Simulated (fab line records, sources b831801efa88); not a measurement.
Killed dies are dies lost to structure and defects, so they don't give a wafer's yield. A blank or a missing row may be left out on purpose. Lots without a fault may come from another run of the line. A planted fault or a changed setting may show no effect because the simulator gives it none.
A struck lot beside a sound one | flow sky130 | 17 steps out of a route of 708
Sound: wafers L180.1, L180.2, L180.4. Struck: wafers L182.3, L182.4, L182.5. The cause comes at the end.
At each step with rows: each side's tool, then ch and its chambers, then its first start. Under that, the readings that differ: sound wafers | struck wafers | difference of the means | sigmas: that difference in standard deviations of wafers without a fault.
alike: readings whose means differ by less than 2 such deviations, and words and numbers that are the same on both sides. not compared: withheld readings, readings that some wafer has no value for, bounds like >300 that may hide the same value, and numbers for which the record gives no deviation and whose values overlap.
The two part at a step that has a row with sigmas, a row that says differs or no value, or rows on one side only. Numbers that don't overlap but have no deviation are shown without sigmas and don't part them. A reading that every wafer of one side lacks parts them only if that side has two wafers or more.

first, 3 steps without rows for these wafers: SKY_LDD_P_EXPOSE_04 (exposes mask PSDM, target cd 380 nm); SKY_LDD_P_PEB_05; SKY_LDD_P_DEVELOP_06 (develop time 60 s).
SKY_LDD_P_CD_MEAS_07: target cd 380 nm.
  sound on cd_sem-01, day 20 23:49; struck on cd_sem-01, day 21 20:07
  alike: cd_nm
SKY_LDD_P_OVL_MEAS_08:
  sound on overlay-01, day 20 23:56; struck on overlay-02, day 21 20:13
  alike: LDD_P_OVL
then, 1 step without rows for these wafers: SKY_LDD_P_IMPLANT_09.
SKY_LDD_P_STRIP_10: strips in O2/N2.
  sound on plasma_asher-01 ch 0,1, day 21 00:07; struck on plasma_asher-01 ch 0,1, day 21 20:25
  alike: drypump_motor_current_A, oes_product_au, strip_time_to_endpoint_s
  not compared: rf_hours_counter_h
SKY_LDD_P_TW_MEAS_11:
  sound on film_metro-01, day 21 00:13; struck on film_metro-04, day 21 20:31
  alike: LDD_P_TW
then, 4 steps without rows for these wafers: SKY_LDD_HVN_DEHYDRATE_00 (time 60 s); SKY_LDD_HVN_HMDS_01 (prime time 60 s); SKY_LDD_HVN_COAT_02 (resist thk 300 nm); SKY_LDD_HVN_SOFTBAKE_03 (time 60 s).
SKY_LDD_HVN_EXPOSE_04: exposes mask HVNTM, target cd 700 nm.
  sound on iline_stepper-02 ch 0, day 21 16:25; struck on iline_stepper-01 ch 0, day 22 12:16
  reading                         | sound                   | struck               | difference | sigmas
  stage_vel_mm_s (mm/s)           | 500.10 500.61 500.31    | 499.53 500.01 499.14 | -0.78      | -3
  model.LDD_HVN.overlay_x_nm (nm) | -0.5915 -0.5915 -0.5915 | -74.65 -74.65 -74.65 | -74.06     |
  alike: mask
then, 2 steps without rows for these wafers: SKY_LDD_HVN_PEB_05; SKY_LDD_HVN_DEVELOP_06 (develop time 60 s).
SKY_LDD_HVN_OVL_MEAS_07:
  sound on overlay-01, day 22 07:32; struck on overlay-01, day 23 04:16
  reading          | sound        | struck            | difference | sigmas
  LDD_HVN_OVL (nm) | 1.1 -0.3 0.4 | -76.3 -75.9 -76.3 | -76.6      | -59
  not compared: hold
SKY_PAD_OPEN_PROBE_99:
  the record has rows for the sound wafers here (prober-02, day 47 11:47) and none for the struck ones

WHERE THEY PART
First at SKY_LDD_HVN_EXPOSE_04; last, within this record, at SKY_PAD_OPEN_PROBE_99.

WHY: what the simulator had put in
Scanner matching overlay: iline_stepper-01, from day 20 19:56 on, at SKY_LDD_HVN_EXPOSE_04. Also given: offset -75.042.
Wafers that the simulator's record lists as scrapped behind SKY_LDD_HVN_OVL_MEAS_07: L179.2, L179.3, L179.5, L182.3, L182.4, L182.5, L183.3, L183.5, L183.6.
